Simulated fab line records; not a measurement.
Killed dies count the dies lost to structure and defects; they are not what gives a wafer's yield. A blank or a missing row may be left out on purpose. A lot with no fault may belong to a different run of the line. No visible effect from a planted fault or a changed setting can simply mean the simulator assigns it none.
A lot that was struck, set against a sound lot :: flow sfq_line :: 14 steps out of a route of 325
Sound: the wafers L210.1, L210.5, L210.6. Struck: wafers L219.2, L219.5, L219.6. Last of all comes the cause.
At each step with rows: each side's tool, then ch and its chambers, then its first start. Under that, the readings that differ: sound wafers :: struck wafers :: difference of the means :: sigmas: that difference in standard deviations of wafers without a fault.
alike: a reading whose means differ by less than 2 such deviations, as well as words and numbers matching on both sides. not compared: withheld readings; readings where some wafer has no value; bounds like >300 that might hide an equal value; numbers whose values overlap and for which the record gives no deviation.
The two part at a step that has a row with sigmas, a row that says differs or no value, or rows on one side only. Numbers that have no deviation but don't overlap get no sigmas and don't part them. A reading that every wafer of one side lacks parts them only if that side has two wafers or more.

SFQ_TRILAYER_I6_DEP_PECVD_165: deposits SiO2 from SiH4/N2O, time 111.11 s, target thk 500 nm.
  sound on pecvd-03 ch 1,2, day 73 14:26; struck on pecvd-01 ch 0,1,2, day 76 07:59
  alike: heater_power_w, susceptor_temp_C, throttle_valve_pct
SFQ_TRILAYER_I6_CMP_CMP_166: polishes SiO2.
  sound on cmp-01 ch 0,2,3, day 73 16:01; struck on cmp-01 ch 0,1,3, day 76 12:25
  alike: motor_current_A, retaining_ring_pressure_frac, time_to_endpoint_s
SFQ_I6_BOW_MEAS_941:
  sound on film_metro-01, day 73 17:31; struck on film_metro-04, day 76 14:26
  alike: I6_BOW
SFQ_TRILAYER_I6_METRO_MEASURE_167:
  sound on film_metro-01, day 73 17:38; struck on film_metro-04, day 76 14:44
  alike: thk_nm
then, 6 steps without rows for these wafers: SFQ_TRILAYER_I6_VIA_LITHO_COAT_174 (resist thk 62 nm); SFQ_TRILAYER_I6_VIA_LITHO_COAT_169 (resist thk 650 nm); SFQ_TRILAYER_I6_VIA_LITHO_SOFTBAKE_173; SFQ_TRILAYER_I6_VIA_LITHO_EXPOSE_170 (exposes mask I6, target cd 700 nm); SFQ_TRILAYER_I6_VIA_LITHO_PEB_172 (peb time 60 s); SFQ_TRILAYER_I6_VIA_LITHO_DEVELOP_171 (time 60 s).
-- the record jumps here: 4 days lie between the struck wafers' starts before and after --
SFQ_I6_OVL_MEAS_942:
  sound on overlay-01, day 78 11:49; struck on overlay-02, day 80 16:18
  alike: I6_OVL
SFQ_TRILAYER_I6_VIA_BARC_OPEN_VIA_ETCH_235: etches BARC in O2, target depth 125 nm, time 43.26 s.
  sound on rie_diel-04 ch 0,1,3, day 78 11:51; struck on rie_diel-04 ch 2,3, day 80 16:20
  alike: drypump_motor_current_A, oes_product_au
  not compared: rf_hours_counter_h
SFQ_TRILAYER_I6_VIA_ETCH_VIA_ETCH_172: etches SiO2 in CHF3, stops on Nb, target depth 260 nm.
  sound on rie_diel-04 ch 0,1,3, day 78 11:53; struck on rie_diel-04 ch 2,3, day 80 16:22
reading: bias_w (W)
sound: 79.96 79.84 80.15
struck: 83.89 84.17 84.60
difference: +4.24
sigmas: +17
  alike: drypump_motor_current_A, oes_product_au
SFQ_TRILAYER_I6_VIA_STRIP_STRIP_173: strips in O2.
  sound on rie_metal-03 ch 0,1, day 78 12:01; struck on rie_metal-04 ch 0,1, day 80 16:29
  alike: drypump_motor_current_A, oes_product_au
  not compared: rf_hours_counter_h

WHERE THEY PART
Only at SFQ_TRILAYER_I6_VIA_ETCH_VIA_ETCH_172, within this record. Later steps at which nothing parts them and some readings are alike: SFQ_TRILAYER_I6_VIA_STRIP_STRIP_173.

WHY: whatever the simulator had introduced
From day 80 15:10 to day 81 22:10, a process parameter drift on rie_diel-04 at SFQ_TRILAYER_I6_VIA_ETCH_VIA_ETCH_172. A move of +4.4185 in setting bias_w, from 80. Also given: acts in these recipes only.
